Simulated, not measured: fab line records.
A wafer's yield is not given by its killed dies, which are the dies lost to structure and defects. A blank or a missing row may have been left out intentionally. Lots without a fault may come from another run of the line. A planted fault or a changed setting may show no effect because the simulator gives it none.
A struck lot beside a sound one / flow sfq line / 41 steps out of a route of 325
Sound: these wafers, L133.3, L133.4, L133.5. Struck: wafer L144.5 (L144.2, L144.6, from the same lot, were not struck and are left out); the cause is given at the end.
Each step with rows lists, per side, the tool, then ch with its chambers, then its first start. Under that, the readings that differ: sound wafers / struck wafers / difference of the means / sigmas: that difference in standard deviations of wafers without a fault.
alike: same words and numbers on both sides, and readings whose means sit less than 2 such deviations apart. not compared: any withheld reading, any reading some wafer has no value for, any bound like >300 that may hide the same value, and any number with overlapping values for which the record gives no deviation.
Wherever a step has rows on one side only, a row that says differs or no value, or a row with sigmas, the two part there. Non-overlapping numbers with no deviation appear without sigmas and do not part them. A reading missing from all wafers of one side parts the sides only when that side holds two or more wafers.

first, 6 steps without rows for these wafers: SFQ_TRILAYER_M7_LITHO_COAT_182 (resist thk 62 nm); SFQ_TRILAYER_M7_LITHO_COAT_177 (resist thk 600 nm); SFQ_TRILAYER_M7_LITHO_SOFTBAKE_181; SFQ_TRILAYER_M7_LITHO_EXPOSE_178 (exposes mask M7, target cd 500 nm); SFQ_TRILAYER_M7_LITHO_PEB_180 (peb time 60 s); SFQ_TRILAYER_M7_LITHO_DEVELOP_179 (time 60 s).
SFQ_M7_OVL_MEAS_945:
  sound: overlay-01 at day 65 21:35; struck: overlay-01 at day 71 17:43
  alike: M7_OVL
SFQ_TRILAYER_M7_BARC_OPEN_METAL_ETCH_229: etches BARC in O2, target depth 125 nm, time 41.7 s.
  sound on rie metal-04 ch 0,1, day 65 21:37; struck on rie metal-03 ch 1, day 71 17:45
reading=drypump motor current A (A); sound=6.07 5.86 6.08; struck=6.61; difference=+0.61; sigmas=+2
  alike: oes product au
  not compared: rf hours counter h
SFQ_TRILAYER_M7_ETCH_METAL_ETCH_180: etches Nb in Cl2/Ar, stops on SiO2, target depth 240 nm, time 120 s.
  sound on rie metal-04 ch 0,1, day 65 21:42; struck on rie metal-03 ch 1, day 71 17:49
reading=drypump motor current A (A); sound=6.08 5.81 6.09; struck=6.58; difference=+0.59; sigmas=+2
  alike: oes product au
  not compared: rf hours counter h
then, 2 steps without rows for these wafers: SFQ_TRILAYER_M7_STRIP_STRIP_181 (strips in O2); SFQ_TRILAYER_M7_STRIP_SOLV_CLEAN_182 (cleans in NMP, time 600 s).
SFQ_TRILAYER_I7_DEP_PECVD_183: deposits SiO2 from SiH4/N2O, time 111.11 s, target thk 500 nm.
  sound on pecvd-03 ch 0,1,2, day 65 22:34; struck on pecvd-03 ch 0, day 71 18:43
  alike: heater power w, susceptor temp C, throttle valve pct
SFQ_TRILAYER_I7_CMP_CMP_184: polishes SiO2.
  sound on cmp-02 ch 1,2,3, day 66 08:52; struck on cmp-01 ch 1, day 71 20:50
reading=motor current A (A); sound=11.1 9.4 9.4; struck=12.8; difference=+2.8; sigmas=+3
reading=time to endpoint s (s); sound=195 219 213; struck=272; difference=+63; sigmas=+8
reading=model.SiO2_of_TRILAYER_I7_DEP_PECVD_183.thk nm (nm); sound=199.4 200.7 202.1; struck=303.2; difference=+102.5; sigmas=
  alike: head pressure psi, retaining ring pressure frac, slurry filter dp kPa
SFQ_I7_BOW_MEAS_946:
  sound: film metro-01 at day 66 11:25; struck: film metro-03 at day 71 21:51
  alike: I7_BOW
SFQ_TRILAYER_I7_METRO_MEASURE_185:
  sound: film metro-01 at day 66 11:53; struck: film metro-03 at day 71 22:09
reading=thk nm (nm); sound=199.4 200.8 202.2; struck=303.3; difference=+102.5; sigmas=+85
then, 6 steps without rows for these wafers: SFQ_TRILAYER_I7_VIA_LITHO_COAT_192 (resist thk 62 nm); SFQ_TRILAYER_I7_VIA_LITHO_COAT_187 (resist thk 650 nm); SFQ_TRILAYER_I7_VIA_LITHO_SOFTBAKE_191; SFQ_TRILAYER_I7_VIA_LITHO_EXPOSE_188 (exposes mask I7, target cd 1000 nm); SFQ_TRILAYER_I7_VIA_LITHO_PEB_190 (peb time 60 s); SFQ_TRILAYER_I7_VIA_LITHO_DEVELOP_189 (time 60 s).
-- the record jumps here: 4 days lie between the struck wafers' starts before and after --
SFQ_I7_OVL_MEAS_947:
  sound: overlay-02 at day 70 17:36; struck: overlay-02 at day 75 12:01
  alike: I7_OVL
SFQ_TRILAYER_I7_VIA_BARC_OPEN_VIA_ETCH_260: etches BARC in O2, target depth 125 nm, time 41.7 s.
  sound on rie diel-03 ch 0,2,3, day 70 17:38; struck on rie diel-04 ch 2, day 75 12:02
  alike: drypump motor current A, oes product au
  not compared: rf hours counter h
SFQ_TRILAYER_I7_VIA_ETCH_VIA_ETCH_190: etches SiO2 in CHF3, stops on Nb, target depth 260 nm.
  sound on rie diel-03 ch 0,2,3, day 70 17:40; struck on rie diel-04 ch 2, day 75 12:05
reading=oes product au (a.u.); sound=0.848 0.856 0.856; struck=0.984; difference=+0.131; sigmas=+23
reading=model.I7.feature depth nm (nm); sound=199.4 200.7 202.1; struck=250.4; difference=+49.7; sigmas=
reading=model.etch.depth nm (nm); sound=199.4 200.7 202.1; struck=250.4; difference=+49.7; sigmas=
  alike: drypump motor current A
SFQ_TRILAYER_I7_VIA_STRIP_STRIP_191: strips in O2.
  sound on rie metal-01 ch 0,1, day 70 17:59; struck on rie metal-04 ch 1, day 75 12:12
  alike: drypump motor current A, oes product au
  not compared: rf hours counter h
then, 8 steps without rows for these wafers: SFQ_TRILAYER_I7_VIA_STRIP_SOLV_CLEAN_192 (cleans in NMP, time 600 s); SFQ_TRILAYER_M8_LITHO_LOR_COAT_197; SFQ_TRILAYER_M8_LITHO_LOR_BAKE_198; SFQ_TRILAYER_M8_LITHO_COAT_193 (resist thk 600 nm); SFQ_TRILAYER_M8_LITHO_SOFTBAKE_199; SFQ_TRILAYER_M8_LITHO_EXPOSE_194 (exposes mask M8, target cd 2000 nm); SFQ_TRILAYER_M8_LITHO_PEB_196 (peb time 60 s); SFQ_TRILAYER_M8_LITHO_DEVELOP_195 (img clear 15 s, time 55 s).
-- the record jumps here: 3 days lie between the struck wafers' starts before and after --
SFQ_M8_OVL_MEAS_948:
  sound: overlay-02 at day 71 01:52; struck: overlay-01 at day 78 14:40
  alike: M8_OVL
then, 3 steps without rows for these wafers: SFQ_TRILAYER_M8_DEP_EVAP_197 (material Ti, target thk 20 nm, time 100 s); SFQ_TRILAYER_M8_DEP_EVAP_198 (material Pt, target thk 50 nm, time 250 s); SFQ_TRILAYER_M8_DEP_EVAP_196 (material Au, target thk 180 nm, time 900 s).
SFQ_M8_RS_MEAS_949: measures by four-point-probe.
  sound: film metro-04 at day 71 02:40; struck: film metro-04 at day 78 15:27
  alike: M8_AU_RS
SFQ_M8_THK_MEAS_950: measures by xrf.
  sound: film metro-04 at day 71 02:46; struck: film metro-04 at day 78 15:34
  alike: M8_AU_THK
then, 1 step without rows for these wafers: SFQ_TRILAYER_M8_LIFTOFF_LIFTOFF_197 (chemistry NMP, time 600 s).
SFQ_M8_BOW_MEAS_951:
  sound: film metro-03 at day 71 03:01; struck: film metro-01 at day 78 15:49
reading=model.etest.i7.link ohm; sound=1.058 1.056 1.051; struck=1e+06; difference=+1e+06; sigmas=
  alike: M8_BOW

WHERE THEY PART
At SFQ_TRILAYER_M7_BARC_OPEN_METAL_ETCH_229 first; at SFQ_TRILAYER_I7_VIA_ETCH_VIA_ETCH_190 last (within this record only). Later steps at which nothing parts them and some readings are alike: SFQ_TRILAYER_I7_VIA_STRIP_STRIP_191, SFQ_M8_OVL_MEAS_948, SFQ_M8_RS_MEAS_949, SFQ_M8_THK_MEAS_950, SFQ_M8_BOW_MEAS_951.

WHY: the cause the simulator had injected
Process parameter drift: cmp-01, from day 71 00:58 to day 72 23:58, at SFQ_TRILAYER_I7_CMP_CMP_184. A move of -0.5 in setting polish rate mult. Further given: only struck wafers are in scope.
